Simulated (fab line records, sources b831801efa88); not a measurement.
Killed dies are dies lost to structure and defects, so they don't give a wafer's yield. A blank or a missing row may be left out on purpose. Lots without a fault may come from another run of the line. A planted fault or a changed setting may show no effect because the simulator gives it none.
fab line records | flow sky130
record lots=5 wafers=15 last_day=51
route steps=708 shown METAL1@450 VIA1@458 METAL2@483
lots that met no fault: from a run of the same line without faults
start_h: hours from the record's first day to the start of the lot's first wafer shown | wait_h: hours since the lot's step before | " the same as in the row above | L1.1+2: a row that stands for several wafers | - no value, or no start given | * or withheld: withheld | < > ~ a bound
route shown NAME@n: a module of which the file shows steps, and the number in the route of the first | usual: mean/standard deviation of fault-free wafers | same: alike in all rows | chamber/n: place in a boat | sites: the reading at each site | _std_site: their standard deviation | _edge_site: outer sites' mean less inner sites' | radius_mm: how far each site lies from the wafer's centre | mask NAME#n: copy n | behind: the tool/chamber that last shaped the wafer | hold: why the lot was held/for how many hours/how that ended | device: the transistor (n, p or np) that didn't switch | end of line: the same wafers' tests at the end of the route | a step without rows: its recipe alone | killed: dies lost to structure and defects at the first sort, not the wafer's yield | map: a wafer's dies, x killed, . not, _ none there
set.NAME: the setting as run; set.NAME@STEP: as run at that earlier step | model.NAME: the simulator's own value behind a step, which no gauge read
lots at some steps of the route; a table a step, a row a wafer
services: from which hour (start_h, from the record's first day; less than 0 if before it) a tool's chamber was out of use, for how many hours, and why
## steps
# step SKY_METAL1_OVL_MEAS_16
# usual METAL1_OVL=-3/6.6
# columns lot.wafer tool chamber start_h wait_h METAL1_OVL[nm]
L077.1 overlay-01 - 800.99 0.1 6
L077.3 " - " " 10
L077.4 " - " " -1
L082.1 overlay-01 - 839.64 0.1 -3
L082.2 " - " " -5
L082.3 " - " " -7
L087.1 overlay-01 - 867.54 0.1 -2
L087.2 " - " " -10
L087.5 " - " " -7
L088.1 overlay-01 - 880.79 0.1 -5
L088.4 " - " " -12
L088.6 " - " " -7
L095.1 overlay-01 - 965.39 0.1 -9
L095.5 " - " " -8
L095.6 " - " " -11
# step SKY_METAL1_DESCUM_17
# recipe chemistry=O2 source_power_w=150 bias_power_w=0 pressure_mtorr=10 temp_c=40 time_s=8
# usual drypump_motor_current_A=5.7/0.31 oes_product_au=1.003/0.0092
# columns lot.wafer tool chamber start_h wait_h drypump_motor_current_A oes_product_au rf_hours_counter_h
L077.1 rie_metal-01 0 801.02 0.0 6.1 1.014 0
L077.3 " 0 " " 6.1 1.002 -
L077.4 " 1 " " 5.8 0.994 -
L082.1 rie_metal-03 0 839.67 0.0 5.5 0.998 13
L082.2 " 1 " " 5.9 1.022 9
L082.3 " 1 " " 5.9 1.017 -
L087.1 rie_metal-03 0 867.57 0.0 5.5 1.000 15
L087.2 " 0 " " 5.5 1.001 -
L087.5 " 0 " " 5.5 0.985 -
L088.1 rie_metal-03 1 880.82 0.0 5.9 1.012 10
L088.4 " 0 " " 5.5 1.000 -
L088.6 " 1 " " 5.9 1.012 -
L095.1 rie_metal-01 1 965.42 0.0 5.8 0.999 15
L095.5 " 0 " " 6.0 1.018 -
L095.6 " 1 " " 5.8 0.993 -
# step SKY_METAL1_ETCH_18
# recipe chemistry=N2/H2 target=BARC ion_energy_ev=200 bias_w=100 pressure_mtorr=30 n2_flow_sccm=100 h2_flow_sccm=200 icp_w=500 stop_on=SiO2 time_s=45.9 target_depth_a=600
# usual drypump_motor_current_A=5.7/0.3 oes_product_au=0.854/0.0046 throttle_valve_pct=13.226/0.0087
# columns lot.wafer tool chamber start_h wait_h drypump_motor_current_A oes_product_au rf_hours_counter_h throttle_valve_pct
L077.1 rie_metal-01 0 801.05 0.0 6.1 0.849 0 13.235
L077.3 " 0 " " 6.1 0.852 - 13.228
L077.4 " 1 " " 5.8 0.851 - 13.223
L082.1 rie_metal-03 0 839.70 0.0 5.5 0.852 13 13.228
L082.2 " 1 " " 5.9 0.855 9 13.247
L082.3 " 1 " " 5.9 0.860 - 13.213
L087.1 rie_metal-03 0 867.64 0.1 5.5 0.853 15 13.216
L087.2 " 0 " " 5.5 0.860 - 13.234
L087.5 " 0 " " 5.5 0.851 - 13.225
L088.1 rie_metal-03 1 880.85 0.0 5.9 0.857 10 13.232
L088.4 " 0 " " 5.5 0.853 - 13.216
L088.6 " 1 " " 5.8 0.849 - 13.215
L095.1 rie_metal-01 1 965.45 0.0 5.8 0.847 15 13.234
L095.5 " 0 " " 6.1 0.857 - 13.236
L095.6 " 1 " " 5.8 0.859 - 13.233
# step SKY_METAL1_METAL_ETCH_19
# recipe target_depth_a=3600 stop_on=SiO2 over_etch_frac=0.279 time_s=78 chemistry=Cl2/BCl3 resist_sidewall_deg=88 pressure_mtorr=10 icp_w=900 bias_w=48.5 Cl2_flow_sccm=60 bcl3_flow_sccm=30
# usual bcl3_flow_sccm=30.01/0.088 drypump_motor_current_A=5.7/0.31 oes_product_au=0.861/0.0051 throttle_valve_pct=22.265/0.009
# columns lot.wafer tool chamber start_h wait_h bcl3_flow_sccm drypump_motor_current_A oes_product_au rf_hours_counter_h throttle_valve_pct
L077.1 rie_metal-01 0 801.12 0.0 29.94 6.1 0.852 0 22.267
L077.3 " 0 " " 30.03 6.1 0.865 - 22.256
L077.4 " 1 " " 30.14 5.8 0.861 - 22.255
L082.1 rie_metal-03 0 839.77 0.0 30.03 5.5 0.861 14 22.279
L082.2 " 1 " " 29.88 5.9 0.865 9 22.260
L082.3 " 1 " " 29.88 5.9 0.865 - 22.256
L087.1 rie_metal-03 0 867.76 0.1 29.92 5.5 0.855 15 22.265
L087.2 " 0 " " 29.99 5.5 0.866 - 22.285
L087.5 " 0 " " 30.11 5.4 0.859 - 22.273
L088.1 rie_metal-03 1 880.92 0.0 30.04 5.9 0.861 10 22.260
L088.4 " 0 " " 30.08 5.5 0.869 - 22.266
L088.6 " 1 " " 29.99 5.9 0.866 - 22.269
L095.1 rie_metal-01 1 965.52 0.0 30.16 5.8 0.854 15 22.261
L095.5 " 0 " " 30.06 6.1 0.868 - 22.269
L095.6 " 1 " " 30.22 5.8 0.865 - 22.260
# step SKY_METAL1_STRIP_20
# recipe chemistry=O2/N2 power_w=1400 pressure_mtorr=1500 platen_temp_c=withheld o2_flow_sccm=3000 n2_flow_sccm=300 overash_fraction=0.5
# usual drypump_motor_current_A=6.02/0.26 oes_product_au=0.344/0.0048 strip_time_to_endpoint_s=2.72/0.036
# columns lot.wafer tool chamber start_h wait_h drypump_motor_current_A oes_product_au rf_hours_counter_h strip_time_to_endpoint_s
L077.1 plasma_asher-02 0 801.21 0.1 6.31 0.344 69 2.67
L077.3 " 0 " " 6.30 0.338 - 2.65
L077.4 " 1 " " 5.80 0.344 - 2.73
L082.1 plasma_asher-04 0 839.86 0.1 6.37 0.347 102 2.76
L082.2 " 1 " " 5.78 0.326 102 2.68
L082.3 " 1 " " 5.77 0.349 - 2.72
L087.1 plasma_asher-02 0 867.94 0.1 6.34 0.348 76 2.78
L087.2 " 1 " " 5.80 0.339 76 2.77
L087.5 " 1 " " 5.80 0.353 - 2.75
L088.1 plasma_asher-02 0 881.01 0.1 6.33 0.343 77 2.70
L088.4 " 1 " " 5.81 0.348 - 2.79
L088.6 " 1 " " 5.82 0.340 - 2.67
L095.1 plasma_asher-04 0 965.61 0.1 6.39 0.342 115 2.75
L095.5 " 0 " " 6.38 0.343 - 2.66
L095.6 " 1 " " 5.78 0.349 - 2.75
# step SKY_METAL1_STRIP_21
# recipe chemistry=post_etch_residue_remover time_s=1200 temp_c=72.5
# columns lot.wafer tool chamber start_h wait_h
L077.1+3+4 wet_bench-01 1 801.31 0.1
L082.1+2+3 wet_bench-04 1 839.96 0.1
L087.1+2+5 wet_bench-01 1 868.04 0.1
L088.1+4+6 wet_bench-04 1 881.11 0.1
L095.1+5+6 wet_bench-02 3 965.71 0.1
# step SKY_METAL1_CLEAN_22
# recipe chemistry=IPA time_s=180 temp_c=25
# columns lot.wafer tool chamber start_h wait_h
L077.1+3+4 wet_bench-04 0 801.65 0.0
L082.1+2+3 wet_bench-01 0 840.36 0.0
L087.1+2+5 wet_bench-01 2 868.45 0.0
L088.1+4+6 wet_bench-01 1 881.45 0.0
L095.1+5+6 wet_bench-01 2 966.05 0.0
# step SKY_METAL1_CLEAN_23
# recipe chemistry=O3/DIW dry=n2_spin
# columns lot.wafer tool chamber start_h wait_h
L077.1+3+4 wet_bench-04 1 801.71 0.0
L082.1+2+3 wet_bench-04 1 840.42 0.0
L087.1+2+5 wet_bench-04 0 868.51 0.0
L088.1+4+6 wet_bench-02 0 881.51 0.0
L095.1+5+6 wet_bench-04 0 966.11 0.0
# step SKY_VIA1_HDPCVD_00
# recipe material=SiO2 target_thk_nm=1030 sigma_open_frac=0.3 time_s=171.7 temp_c=400 sih4_flow_sccm=60 pressure_mtorr=6
# usual sih4_flow_sccm=59.98/0.18
# columns lot.wafer tool chamber start_h wait_h sih4_flow_sccm
L077.1 hdpcvd-02 2 801.80 0.0 59.87
L077.3 " 0 " " 59.87
L077.4 " 1 " " 59.97
L082.1 hdpcvd-02 2 840.53 0.0 59.94
L082.2 " 1 " " 59.88
L082.3 " 0 " " 60.14
L087.1 hdpcvd-02 0 868.60 0.0 60.13
L087.2 " 2 " " 59.92
L087.5 " 0 " " 59.99
L088.1 hdpcvd-01 0 881.60 0.0 59.84
L088.4 " 1 " " 60.16
L088.6 " 2 " " 60.19
L095.1 hdpcvd-01 1 966.20 0.0 59.92
L095.5 " 2 " " 60.19
L095.6 " 1 " " 60.11
# step SKY_VIA1_THK_MEAS_01
# recipe reads=SiO2_of_VIA1_HDPCVD_00
# usual VIA1_HDPCVD_THK=1033/9.2
# columns lot.wafer tool chamber start_h wait_h VIA1_HDPCVD_THK[nm]
L077.1 film_metro-04 - 801.91 0.1 1037
L077.3 " - " " 1059
L077.4 " - " " 1017
L082.1 film_metro-02 - 840.64 0.1 1034
L082.2 " - " " 1016
L082.3 " - " " 1036
L087.1 film_metro-02 - 868.72 0.1 1030
L087.2 " - " " 1038
L087.5 " - " " 1037
L088.1 film_metro-03 - 881.71 0.1 1028
L088.4 " - " " 1022
L088.6 " - " " 1023
L095.1 film_metro-02 - 966.31 0.1 1034
L095.5 " - " " 1045
L095.6 " - " " 1029
# step SKY_VIA1_CMP_02
# recipe material=SiO2 down_force_psi=4 platen_rpm=60 pad_velocity_m_s=0.94248
# usual motor_current_A=12.3/1.2
# columns lot.wafer tool chamber start_h wait_h motor_current_A
L077.3 cmp-01 1 801.97 0.0 15.1
L077.1 " 3 " " 10.9
L077.4 " 0 " " 12.8
L082.2 cmp-01 3 840.70 0.0 11.1
L082.1 " 0 " " 12.9
L082.3 " 1 " " 14.2
L087.2 cmp-01 2 868.78 0.0 12.6
L087.1 " 0 " " 14.2
L087.5 " 2 " " 12.3
L088.4 cmp-01 3 881.82 0.1 10.8
L088.1 " 1 " " 13.9
L088.6 " 2 " " 12.6
L095.1 cmp-02 3 966.42 0.1 11.6
L095.5 " 2 " " 10.9
L095.6 " 3 " " 11.3
# step SKY_VIA1_BOW_MEAS_03
# recipe mode=bow
# usual VIA1_BOW=81/7.1
# columns lot.wafer tool chamber start_h wait_h VIA1_BOW[um]
L077.1 film_metro-03 - 802.27 0.1 78
L077.3 " - " " 85
L077.4 " - " " 76
L082.1 film_metro-04 - 841.00 0.2 85
L082.2 " - " " 94
L082.3 " - " " 88
L087.1 film_metro-02 - 869.08 0.1 70
L087.2 " - " " 61
L087.5 " - " " 77
L088.1 film_metro-03 - 882.07 0.1 65
L088.4 " - " " 71
L088.6 " - " " 92
L095.1 film_metro-04 - 966.67 0.2 78
L095.5 " - " " 86
L095.6 " - " " 88
# step SKY_VIA1_DEHYDRATE_04
# recipe temp_c=200 time_s=60
# columns lot.wafer tool chamber start_h wait_h
L077.1+3+4 litho_track-04 0 814.19 11.9
L082.1+2+3 litho_track-04 0 853.19 12.2
L087.1+2+5 litho_track-02 0 881.74 12.6
L088.1+4+6 litho_track-02 0 894.24 12.1
L095.1+5+6 litho_track-01 0 977.19 10.5
# step SKY_VIA1_HMDS_05
# recipe prime_time_s=60 prime_temp_c=120
# usual prime_temp_c=119.98/0.14
# columns lot.wafer tool chamber start_h wait_h prime_temp_c
L077.1 litho_track-04 0 814.34 0.1 120.06
L077.3 " 0 " " 119.84
L077.4 " 0 " " 120.02
L082.1 litho_track-04 0 853.34 0.1 120.03
L082.2 " 0 " " 119.88
L082.3 " 0 " " 120.01
L087.1 litho_track-02 0 881.89 0.1 119.91
L087.2 " 0 " " 120.20
L087.5 " 0 " " 120.07
L088.1 litho_track-02 0 894.39 0.1 119.78
L088.4 " 0 " " 119.96
L088.6 " 0 " " 119.79
L095.1 litho_track-01 0 977.34 0.1 120.12
L095.5 " 0 " " 119.99
L095.6 " 0 " " 120.22
# step SKY_VIA1_COAT_06
# recipe resist=BARC temp_c=withheld time_s=withheld spin_rpm=3000 resist_thk_nm=60
# columns lot.wafer tool chamber start_h wait_h
L077.1+3+4 litho_track-04 0 814.49 0.1
L082.1+2+3 litho_track-04 0 853.49 0.1
L087.1+2+5 litho_track-02 0 882.04 0.1
L088.1+4+6 litho_track-02 0 894.54 0.1
L095.1+5+6 litho_track-01 0 977.49 0.1
# step SKY_VIA1_COAT_07
# recipe resist=KrF-thick spin_rpm=3000 resist_thk_nm=450
# columns lot.wafer tool chamber start_h wait_h
L077.1+3+4 litho_track-04 0 - -
L082.1+2+3 litho_track-04 0 - -
L087.1+2+5 litho_track-02 0 - -
L088.1+4+6 litho_track-02 0 - -
L095.1+5+6 litho_track-01 0 - -
# step SKY_VIA1_SOFTBAKE_08
# recipe temp_c=100 time_s=92.52 resist=KrF-thick
# usual plate_sensor_t_centre_C=100.88/0.01 plate_sensor_t_edge_C=100.95/0.0096
# columns lot.wafer tool chamber start_h wait_h plate_sensor_t_centre_C plate_sensor_t_edge_C
L077.1 litho_track-04 0 - - 100.89 100.97
L077.3 " 0 " " 100.87 100.96
L077.4 " 0 " " 100.89 100.95
L082.1 litho_track-04 0 - - 100.88 100.94
L082.2 " 0 " " 100.90 100.96
L082.3 " 0 " " 100.87 100.95
L087.1 litho_track-02 0 - - 100.90 100.95
L087.2 " 0 " " 100.87 100.95
L087.5 " 0 " " 100.88 100.95
L088.1 litho_track-02 0 - - 100.89 100.95
L088.4 " 0 " " 100.87 100.96
L088.6 " 0 " " 100.88 100.95
L095.1 litho_track-01 0 - - 100.89 100.95
L095.5 " 0 " " 100.89 100.95
L095.6 " 0 " " 100.89 100.96
# step SKY_VIA1_EXPOSE_09
# recipe mask_id=VIM na=0.8 source_shape=annular sigma_inner=0.55 sigma_outer=0.85 target_cd_nm=150 dose_mj=38
# columns lot.wafer tool chamber start_h wait_h mask
L077.1+3+4 krf_scanner-02 0 - - VIM#0
L082.1+2+3 krf_scanner-01 0 - - VIM#0
L087.1+2+5 krf_scanner-02 0 - - VIM#0
L088.1+4+6 krf_scanner-01 0 - - VIM#0
L095.1+5+6 krf_scanner-02 0 - - VIM#0
# step SKY_VIA1_PEB_10
# recipe peb_temp_c=withheld peb_time_s=withheld resist=KrF-thick
# columns lot.wafer tool chamber start_h wait_h
L077.1+3+4 litho_track-04 0 - -
L082.1+2+3 litho_track-04 0 - -
L087.1+2+5 litho_track-01 0 - -
L088.1+4+6 litho_track-01 0 - -
L095.1+5+6 litho_track-01 0 - -
# step SKY_VIA1_DEVELOP_11
# recipe develop_time_s=60 resist=KrF-thick dev_temp_c=21
# columns lot.wafer tool chamber start_h wait_h
L077.1+3+4 litho_track-04 0 - -
L082.1+2+3 litho_track-04 0 - -
L087.1+2+5 litho_track-01 0 - -
L088.1+4+6 litho_track-01 0 - -
L095.1+5+6 litho_track-01 0 - -
# step SKY_VIA1_CD_MEAS_12
# recipe target_cd_nm=150
# usual cd_nm=150.1/1.7
# columns lot.wafer tool chamber start_h wait_h cd_nm
L077.1 cd_sem-02 - 828.14 - 150.2
L077.3 " - " " 149.9
L077.4 " - " " 151.4
L082.1 cd_sem-02 - 866.49 - 150.0
L082.2 " - " " 147.5
L082.3 " - " " 147.8
L087.1 cd_sem-01 - 895.34 - 149.8
L087.2 " - " " 148.8
L087.5 " - " " 147.0
L088.1 cd_sem-02 - 907.94 - 148.2
L088.4 " - " " 149.2
L088.6 " - " " 148.9
L095.1 cd_sem-01 - 989.49 - 149.8
L095.5 " - " " 148.9
L095.6 " - " " 148.3
# step SKY_VIA1_OVL_MEAS_13
# usual VIA1_OVL=-1/5.4
# columns lot.wafer tool chamber start_h wait_h VIA1_OVL[nm]
L077.1 overlay-01 - 828.26 0.1 -1
L077.3 " - " " 1
L077.4 " - " " -5
L082.1 overlay-02 - 866.61 0.1 4
L082.2 " - " " 5
L082.3 " - " " 1
L087.1 overlay-01 - 895.46 0.1 -9
L087.2 " - " " -4
L087.5 " - " " -8
L088.1 overlay-02 - 908.06 0.1 -3
L088.4 " - " " -5
L088.6 " - " " -5
L095.1 overlay-02 - 989.61 0.1 0
L095.5 " - " " -15
L095.6 " - " " -14
# step SKY_VIA1_ETCH_14
# recipe chemistry=N2/H2 target=BARC ion_energy_ev=200 source_w=500 bias_w=100 pressure_mtorr=30 n2_flow_sccm=100 h2_flow_sccm=200 stop_on=SiO2 time_s=45.9 target_depth_a=600
# usual drypump_motor_current_A=5.8/0.43 oes_product_au=0.855/0.0049 throttle_valve_pct=13.225/0.0091
# columns lot.wafer tool chamber start_h wait_h drypump_motor_current_A oes_product_au rf_hours_counter_h throttle_valve_pct
L077.1 rie_diel-01 1 828.29 0.0 6.2 0.855 12 13.234
L077.3 " 3 " " 5.0 0.858 7 13.232
L077.4 " 0 " " 5.8 0.852 5 13.224
L082.1 rie_diel-01 1 866.64 0.0 6.1 0.854 13 13.221
L082.2 " 3 " " 5.0 0.861 8 13.227
L082.3 " 0 " " 5.8 0.854 6 13.221
L087.1 rie_diel-04 3 895.49 0.0 5.9 0.857 9 13.224
L087.2 " 1 " " 5.9 0.853 7 13.217
L087.5 " 3 " " 5.9 0.856 - 13.240
L088.1 rie_diel-04 1 908.09 0.0 5.9 0.855 8 13.231
L088.4 " 2 " " 6.4 0.852 9 13.231
L088.6 " 0 " " 5.7 0.853 - 13.236
L095.1 rie_diel-04 1 989.64 0.0 5.9 0.848 10 13.222
L095.5 " 2 " " 6.5 0.862 - 13.230
L095.6 " 3 " " 6.0 0.851 - 13.226
# step SKY_VIA1_ETCH_15
# recipe target=SiO2 chemistry=C4F8/O2/Ar target_depth_nm=351 stop_on=TiN mask_material=KrF-thick source_w=1500 bias_w=1200 pressure_mtorr=40 c4f8_flow_sccm=withheld O2_flow_sccm=6 Ar_flow_sccm=300 time_s=54
# usual oes_product_au=0.982/0.0067
# columns lot.wafer tool chamber start_h wait_h oes_product_au rf_hours_counter_h
L077.1 rie_diel-01 1 828.34 0.0 0.978 12
L077.3 " 3 " " 0.989 7
L077.4 " 0 " " 0.982 5
L082.1 rie_diel-01 1 866.69 0.0 0.985 13
L082.2 " 3 " " 0.986 8
L082.3 " 0 " " 0.991 6
L087.1 rie_diel-04 3 895.53 0.0 0.981 9
L087.2 " 1 " " 0.980 8
L087.5 " 3 " " 0.976 -
L088.1 rie_diel-04 1 908.13 0.0 0.973 8
L088.4 " 2 " " 0.981 9
L088.6 " 0 " " 0.973 -
L095.1 rie_diel-04 1 989.68 0.0 0.968 10
L095.5 " 2 " " 0.995 -
L095.6 " 3 " " 0.980 -
# step SKY_VIA1_STRIP_16
# recipe chemistry=O2/N2 power_w=1400 pressure_mtorr=1500 platen_temp_c=withheld o2_flow_sccm=3000 n2_flow_sccm=300 overash_fraction=0.5
# usual drypump_motor_current_A=6.0/0.36 oes_product_au=0.415/0.0048 strip_time_to_endpoint_s=4.454/0.024
# columns lot.wafer tool chamber start_h wait_h drypump_motor_current_A oes_product_au rf_hours_counter_h strip_time_to_endpoint_s
L077.1 plasma_asher-03 1 828.38 0.0 5.5 0.406 8 4.452
L077.3 " 1 " " 5.5 0.408 - 4.435
L077.4 " 0 " " 6.6 0.410 - 4.465
L082.1 plasma_asher-04 1 866.73 0.0 5.8 0.415 105 4.453
L082.2 " 0 " " 6.4 0.414 105 4.467
L082.3 " 0 " " 6.4 0.410 - 4.458
L087.1 plasma_asher-03 1 895.58 0.0 5.5 0.420 15 4.427
L087.2 " 0 " " 6.6 0.416 15 4.454
L087.5 " 0 " " 6.6 0.423 - 4.411
L088.1 plasma_asher-01 1 908.18 0.0 6.0 0.415 45 4.476
L088.4 " 1 " " 6.0 0.419 - 4.436
L088.6 " 1 " " 6.0 0.415 - 4.494
L095.1 plasma_asher-04 0 989.73 0.0 6.4 0.419 117 4.501
L095.5 " 1 " " 5.8 0.414 - 4.485
L095.6 " 0 " " 6.3 0.419 - 4.467
# step SKY_VIA1_STRIP_17
# recipe chemistry=post_etch_residue_remover time_s=1200 temp_c=72.5
# columns lot.wafer tool chamber start_h wait_h
L077.1+3+4 wet_bench-02 2 828.48 0.1
L082.1+2+3 wet_bench-04 1 866.83 0.1
L087.1+2+5 wet_bench-02 2 895.68 0.1
L088.1+4+6 wet_bench-02 2 908.28 0.1
L095.1+5+6 wet_bench-04 3 989.83 0.1
# step SKY_VIA1_CLEAN_18
# recipe chemistry=IPA time_s=180 temp_c=25
# columns lot.wafer tool chamber start_h wait_h
L077.1+3+4 wet_bench-04 1 828.82 0.0
L082.1+2+3 wet_bench-02 0 867.17 0.0
L087.1+2+5 wet_bench-04 1 896.09 0.0
L088.1+4+6 wet_bench-04 2 908.65 0.0
L095.1+5+6 wet_bench-03 2 990.17 0.0
# step SKY_VIA1_CLEAN_19
# recipe chemistry=O3/DIW dry=n2_spin
# columns lot.wafer tool chamber start_h wait_h
L077.1+3+4 wet_bench-02 0 828.88 0.0
L082.1+2+3 wet_bench-04 3 867.23 0.0
L087.1+2+5 wet_bench-02 0 896.15 0.0
L088.1+4+6 wet_bench-03 2 908.71 0.0
L095.1+5+6 wet_bench-02 2 990.23 0.0
# step SKY_VIA1_SPUTTER_20
# recipe material=TiN target_thk_nm=20 chamber_pressure_pa=5 power_w=4000 time_s=80
# usual throttle_valve_pct=29.9/0.67
# columns lot.wafer tool chamber start_h wait_h throttle_valve_pct
L077.1 pvd_sputter-01 - 828.97 0.0 30.2
L077.3 " - " " 29.8
L077.4 " - " " 29.7
L082.1 pvd_sputter-03 - 867.32 0.0 30.1
L082.2 " - " " 29.1
L082.3 " - " " 30.0
L087.1 pvd_sputter-01 - 896.25 0.0 30.6
L087.2 " - " " 29.7
L087.5 " - " " 29.8
L088.1 pvd_sputter-03 - 908.80 0.0 29.2
L088.4 " - " " 30.1
L088.6 " - " " 29.3
L095.1 pvd_sputter-03 - 990.41 0.0 29.2
L095.5 " - " " 29.5
L095.6 " - " " 29.2
# step SKY_VIA1_CVD_21
# recipe material=W target_thk_nm=270 time_s=80.902 temp_c=400 pressure_torr=40
# usual heater_power_w=953/100
# columns lot.wafer tool chamber start_h wait_h heater_power_w
L077.1 cvd_w-01 0 829.04 0.0 1018
L077.3 " 0 " " 1032
L077.4 " 1 " " 837
L082.1 cvd_w-01 0 867.39 0.0 1004
L082.2 " 0 " " 1036
L082.3 " 0 " " 1038
L087.1 cvd_w-01 0 896.32 0.0 992
L087.2 " 1 " " 805
L087.5 " 1 " " 838
L088.1 cvd_w-02 0 908.86 0.0 877
L088.4 " 0 " " 883
L088.6 " 0 " " 897
L095.1 cvd_w-02 0 990.48 0.0 883
L095.5 " 1 " " 1089
L095.6 " 0 " " 886
# step SKY_VIA1_RS_MEAS_22
# recipe thk_meas_gauge=four-point-probe reads=W_of_VIA1_CVD_21+TiN_of_VIA1_SPUTTER_20
# usual VIA1_W_RS=0.427/0.0041
# columns lot.wafer tool chamber start_h wait_h VIA1_W_RS[ohm/sq]
L077.1 film_metro-04 - 829.13 0.1 0.428
L077.3 " - " " 0.432
L077.4 " - " " 0.431
L082.1 film_metro-03 - 867.57 0.2 0.430
L082.2 " - " " 0.427
L082.3 " - " " 0.427
L087.1 film_metro-02 - 896.41 0.1 0.422
L087.2 " - " " 0.424
L087.5 " - " " 0.428
L088.1 film_metro-02 - 908.96 0.1 0.434
L088.4 " - " " 0.429
L088.6 " - " " 0.431
L095.1 film_metro-03 - 990.58 0.1 0.420
L095.5 " - " " 0.422
L095.6 " - " " 0.424
# step SKY_VIA1_THK_MEAS_23
# recipe thk_meas_gauge=xrf reads=W_of_VIA1_CVD_21
# usual VIA1_W_THK=266/3.6
# columns lot.wafer tool chamber start_h wait_h VIA1_W_THK[nm]
L077.1 film_metro-04 - 829.25 0.1 269
L077.3 " - " " 265
L077.4 " - " " 267
L082.1 film_metro-03 - 867.69 0.1 263
L082.2 " - " " 267
L082.3 " - " " 267
L087.1 film_metro-02 - 896.53 0.1 265
L087.2 " - " " 265
L087.5 " - " " 262
L088.1 film_metro-02 - 909.08 0.1 258
L088.4 " - " " 261
L088.6 " - " " 260
L095.1 film_metro-03 - 990.70 0.1 269
L095.5 " - " " 268
L095.6 " - " " 268
# step SKY_VIA1_CMP_24
# recipe stop_on=SiO2 t_overpolish_s=15 down_force_psi=3.5 platen_rpm=60 target_thk_nm=0 pad_velocity_m_s=0.94248
# usual motor_current_A=11.3/1.1 overpolish_run_s=15.001/0.0082 time_to_endpoint_s=67/3.5
# columns lot.wafer tool chamber start_h wait_h motor_current_A overpolish_run_s time_to_endpoint_s
L077.4 cmp-01 2 829.31 0.0 11.9 14.998 60
L077.3 " 0 " " 12.3 15.007 66
L077.1 " 1 " " 13.3 15.000 67
L082.1 cmp-02 2 867.80 0.1 10.1 14.999 60
L082.2 " 3 " " 11.4 14.972 65
L082.3 " 0 " " 12.5 14.990 68
L087.2 cmp-02 3 896.59 0.0 10.5 15.007 67
L087.1 " 0 " " 11.8 15.012 70
L087.5 " 3 " " 10.7 14.988 68
L088.1 cmp-01 2 909.24 0.1 11.6 14.987 67
L088.4 " 3 " " 9.5 15.004 72
L088.6 " 1 " " 12.7 15.007 70
L095.1 cmp-02 2 990.76 0.1 10.0 14.987 59
L095.5 " 2 " " 9.8 15.007 62
L095.6 " 3 " " 10.7 14.996 63
# step SKY_METAL2_SPUTTER_00
# recipe material=Ti target_thk_nm=15 power_w=3000 time_s=10 chamber_pressure_pa=0.4
# usual throttle_valve_pct=29.4/0.88
# columns lot.wafer tool chamber start_h wait_h throttle_valve_pct
L077.1 pvd_sputter-04 - 829.61 0.1 30.7
L077.3 " - " " 30.2
L077.4 " - " " 29.9
L082.1 pvd_sputter-04 - 868.05 0.2 29.7
L082.2 " - " " 30.0
L082.3 " - " " 30.4
L087.1 pvd_sputter-02 - 896.89 0.2 30.2
L087.2 " - " " 27.1
L087.5 " - " " 30.2
L088.1 pvd_sputter-02 - 909.44 0.1 27.0
L088.4 " - " " 29.4
L088.6 " - " " 29.4
L095.1 pvd_sputter-03 - 991.06 0.2 30.3
L095.5 " - " " 29.6
L095.6 " - " " 30.2
# step SKY_METAL2_SPUTTER_01
# recipe material=TiN target_thk_nm=20 power_w=6500 time_s=16.7 chamber_pressure_pa=0.4
# usual throttle_valve_pct=29.4/0.88
# columns lot.wafer tool chamber start_h wait_h throttle_valve_pct
L077.1 pvd_sputter-04 - 829.63 0.0 30.3
L077.3 " - " " 30.2
L077.4 " - " " 29.7
L082.1 pvd_sputter-04 - 868.07 0.0 29.4
L082.2 " - " " 30.3
L082.3 " - " " 30.5
L087.1 pvd_sputter-02 - 896.91 0.0 30.1
L087.2 " - " " 27.0
L087.5 " - " " 30.1
L088.1 pvd_sputter-02 - 909.46 0.0 27.2
L088.4 " - " " 29.1
L088.6 " - " " 29.6
L095.1 pvd_sputter-03 - 991.08 0.0 30.2
L095.5 " - " " 29.6
L095.6 " - " " 30.3
# step SKY_METAL2_SPUTTER_02
# recipe material=AlCu target_thk_nm=250 power_w=10600 time_s=13.3 chamber_pressure_pa=0.4
# usual throttle_valve_pct=29.4/0.87
# columns lot.wafer tool chamber start_h wait_h throttle_valve_pct
L077.1 pvd_sputter-04 - 829.66 0.0 30.7
L077.3 " - " " 30.4
L077.4 " - " " 29.5
L082.1 pvd_sputter-04 - 868.10 0.0 29.9
L082.2 " - " " 30.2
L082.3 " - " " 30.4
L087.1 pvd_sputter-02 - 896.94 0.0 29.9
L087.2 " - " " 27.2
L087.5 " - " " 29.9
L088.1 pvd_sputter-02 - 909.48 0.0 27.0
L088.4 " - " " 29.4
L088.6 " - " " 29.4
L095.1 pvd_sputter-03 - 991.11 0.0 30.4
L095.5 " - " " 29.6
L095.6 " - " " 30.0
# step SKY_METAL2_SPUTTER_03
# recipe material=Ti target_thk_nm=5 power_w=3000 time_s=3.3 chamber_pressure_pa=0.4
# usual throttle_valve_pct=29.4/0.88
# columns lot.wafer tool chamber start_h wait_h throttle_valve_pct
L077.1 pvd_sputter-04 - 829.68 0.0 30.3
L077.3 " - " " 30.0
L077.4 " - " " 29.9
L082.1 pvd_sputter-04 - 868.12 0.0 29.7
L082.2 " - " " 30.0
L082.3 " - " " 30.1
L087.1 pvd_sputter-02 - 896.96 0.0 30.0
L087.2 " - " " 27.2
L087.5 " - " " 30.1
L088.1 pvd_sputter-02 - 909.51 0.0 27.1
L088.4 " - " " 29.3
L088.6 " - " " 29.5
L095.1 pvd_sputter-03 - 991.14 0.0 30.5
L095.5 " - " " 29.6
L095.6 " - " " 30.3
## services
# columns tool chamber start_h hours kind
cmp-02 - 777.26 5.2 pm
rie_diel-01 - 786.51 1.4 repair
plasma_asher-04 - 787.98 3.2 repair
rie_diel-04 - 805.43 0.8 repair
cmp-02 - 809.74 2.5 repair
rie_diel-01 3 814.84 3.9 repair
rie_diel-04 - 819.53 0.8 repair
pvd_sputter-02 - 820.47 1.4 repair
plasma_asher-04 - 825.93 1.8 repair
rie_diel-01 3 834.20 5.4 repair
wet_bench-02 - 839.32 6.7 repair
cmp-01 - 843.77 1.6 repair
cmp-01 - 848.98 0.4 repair
cmp-01 - 850.55 4.6 pm
rie_diel-01 1 852.89 9.3 repair
rie_metal-03 1 866.77 1.2 repair
pvd_sputter-03 - 869.41 4.9 repair
rie_diel-04 2 893.15 5.9 repair
rie_metal-03 1 904.62 6.2 repair
wet_bench-02 - 909.36 1.5 repair
cmp-01 - 912.00 4.0 pm
pvd_sputter-02 - 919.42 3.8 repair
cmp-01 - 932.08 5.5 pm
pvd_sputter-04 - 944.69 2.5 repair
## key
fault none
